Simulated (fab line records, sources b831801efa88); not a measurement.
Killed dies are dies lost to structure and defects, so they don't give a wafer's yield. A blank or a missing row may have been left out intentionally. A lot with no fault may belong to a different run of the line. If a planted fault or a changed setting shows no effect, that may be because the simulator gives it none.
Split-lot study / flow gf180mcu / route with 602 steps; 5 lots, 23 wafers read

## SPLIT DETAILS
At GF_MIM_SPUTTER_07 (material TiN, target thk 60 nm, time 50 s), the setting time-s was moved away from the recipe's 50 s on 10 of the 23 wafers read, by -12.7% to -6.3%. The other wafers ran this setting at the recipe's value.

The reading is taken at the split's own step.

## THE READING
TiN_of_MIM_SPUTTER_07.thk-nm (the simulator's own value, which no gauge read), in nm, at GF_MIM_SPUTTER_07 (material TiN, target thk 60 nm, time 50 s). The file gives no usual value for it. Here, 13 wafers ran the recipe; their average is 59.90 nm with a standard deviation of 0.37 nm.

wafer=L075.1; tool, chamber at the split=pvd-sputter-01, -; time-s as run, s=44.71; against the recipe=-10.6%; TiN_of_MIM_SPUTTER_07.thk-nm, nm=53.92; against lot-mates on the recipe=-6.27
wafer=L075.3; tool, chamber at the split=pvd-sputter-01, -; time-s as run, s=44.71; against the recipe=-10.6%; TiN_of_MIM_SPUTTER_07.thk-nm, nm=54.08; against lot-mates on the recipe=-6.11
wafer=L075.4; tool, chamber at the split=pvd-sputter-01, -; time-s as run, s=50; against the recipe=recipe; TiN_of_MIM_SPUTTER_07.thk-nm, nm=59.82; against lot-mates on the recipe=-
wafer=L075.5; tool, chamber at the split=pvd-sputter-01, -; time-s as run, s=44.71; against the recipe=-10.6%; TiN_of_MIM_SPUTTER_07.thk-nm, nm=53.86; against lot-mates on the recipe=-6.33
wafer=L075.6; tool, chamber at the split=pvd-sputter-01, -; time-s as run, s=50; against the recipe=recipe; TiN_of_MIM_SPUTTER_07.thk-nm, nm=60.55; against lot-mates on the recipe=-
wafer=L076.1; tool, chamber at the split=pvd-sputter-04, -; time-s as run, s=50; against the recipe=recipe; TiN_of_MIM_SPUTTER_07.thk-nm, nm=59.73; against lot-mates on the recipe=-
wafer=L076.3; tool, chamber at the split=pvd-sputter-04, -; time-s as run, s=46.86; against the recipe=-6.3%; TiN_of_MIM_SPUTTER_07.thk-nm, nm=55.98; against lot-mates on the recipe=-3.66
wafer=L076.4; tool, chamber at the split=pvd-sputter-04, -; time-s as run, s=46.86; against the recipe=-6.3%; TiN_of_MIM_SPUTTER_07.thk-nm, nm=56.42; against lot-mates on the recipe=-3.22
wafer=L076.5; tool, chamber at the split=pvd-sputter-04, -; time-s as run, s=46.86; against the recipe=-6.3%; TiN_of_MIM_SPUTTER_07.thk-nm, nm=56.23; against lot-mates on the recipe=-3.41
wafer=L076.6; tool, chamber at the split=pvd-sputter-04, -; time-s as run, s=50; against the recipe=recipe; TiN_of_MIM_SPUTTER_07.thk-nm, nm=59.55; against lot-mates on the recipe=-
wafer=L079.2; tool, chamber at the split=pvd-sputter-03, -; time-s as run, s=50; against the recipe=recipe; TiN_of_MIM_SPUTTER_07.thk-nm, nm=59.66; against lot-mates on the recipe=-
wafer=L079.5; tool, chamber at the split=pvd-sputter-03, -; time-s as run, s=50; against the recipe=recipe; TiN_of_MIM_SPUTTER_07.thk-nm, nm=60.61; against lot-mates on the recipe=-
wafer=L079.6; tool, chamber at the split=pvd-sputter-03, -; time-s as run, s=50; against the recipe=recipe; TiN_of_MIM_SPUTTER_07.thk-nm, nm=60.16; against lot-mates on the recipe=-
wafer=L082.1; tool, chamber at the split=pvd-sputter-04, -; time-s as run, s=43.64; against the recipe=-12.7%; TiN_of_MIM_SPUTTER_07.thk-nm, nm=52.12; against lot-mates on the recipe=-7.43
wafer=L082.3; tool, chamber at the split=pvd-sputter-04, -; time-s as run, s=50; against the recipe=recipe; TiN_of_MIM_SPUTTER_07.thk-nm, nm=59.7; against lot-mates on the recipe=-
wafer=L082.4; tool, chamber at the split=pvd-sputter-04, -; time-s as run, s=50; against the recipe=recipe; TiN_of_MIM_SPUTTER_07.thk-nm, nm=59.41; against lot-mates on the recipe=-
wafer=L082.5; tool, chamber at the split=pvd-sputter-04, -; time-s as run, s=43.64; against the recipe=-12.7%; TiN_of_MIM_SPUTTER_07.thk-nm, nm=51.74; against lot-mates on the recipe=-7.81
wafer=L082.6; tool, chamber at the split=pvd-sputter-04, -; time-s as run, s=50; against the recipe=recipe; TiN_of_MIM_SPUTTER_07.thk-nm, nm=59.53; against lot-mates on the recipe=-
wafer=L084.2; tool, chamber at the split=pvd-sputter-01, -; time-s as run, s=44.75; against the recipe=-10.5%; TiN_of_MIM_SPUTTER_07.thk-nm, nm=53.43; against lot-mates on the recipe=-6.56
wafer=L084.3; tool, chamber at the split=pvd-sputter-01, -; time-s as run, s=44.75; against the recipe=-10.5%; TiN_of_MIM_SPUTTER_07.thk-nm, nm=53.55; against lot-mates on the recipe=-6.44
wafer=L084.4; tool, chamber at the split=pvd-sputter-01, -; time-s as run, s=50; against the recipe=recipe; TiN_of_MIM_SPUTTER_07.thk-nm, nm=60.26; against lot-mates on the recipe=-
wafer=L084.5; tool, chamber at the split=pvd-sputter-01, -; time-s as run, s=50; against the recipe=recipe; TiN_of_MIM_SPUTTER_07.thk-nm, nm=59.71; against lot-mates on the recipe=-
wafer=L084.6; tool, chamber at the split=pvd-sputter-01, -; time-s as run, s=50; against the recipe=recipe; TiN_of_MIM_SPUTTER_07.thk-nm, nm=60.01; against lot-mates on the recipe=-

FIT RESULTS
A straight line over all 23 wafers: TiN_of_MIM_SPUTTER_07.thk-nm changes by +0.598 nm for each +1% of time-s; r = +0.99; the points scatter about the line by 0.36 nm.
The same after taking each lot's own level away (the mean of its wafers on the recipe; 23 wafers): +0.597 nm for each +1%; r = +1.00; scatter 0.27 nm.
That fit puts the effect of the largest move of time-s on the reading at 7.6 nm.
Across the lots, their own levels run from 59.547 to 60.185 nm, a range of 1.7 times the standard deviation given above.
Hence the lot-to-lot level has little effect on the slope; both slopes agree.
Check: -7.59 nm against its lot-mates is what the line predicts for one of the wafers moved furthest among these (-12.7%) when that wafer is left out of the fit. Against them it came out at -7.43 nm.

## ADDITIONAL SPLITS CARRIED BY THESE WAFERS
Other splits were also applied to these wafers ahead of the reading. Each is held against what the fit with the lots' levels taken away leaves over:
other split on the same wafers=GF_V4_PEB_12 peb-time-s; wafers away from the commonest value=9; r with TiN_of_MIM_SPUTTER_07.thk-nm (lot level and that fit taken away)=-0.34
other split on the same wafers=GF_MIM_SPUTTER_04 power-w; wafers away from the commonest value=4; r with TiN_of_MIM_SPUTTER_07.thk-nm (lot level and that fit taken away)=+0.23

## FILE'S OWN FIT
TiN_of_MIM_SPUTTER_07.thk-nm changes by +0.597 nm for each +1% of time-s, r = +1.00.
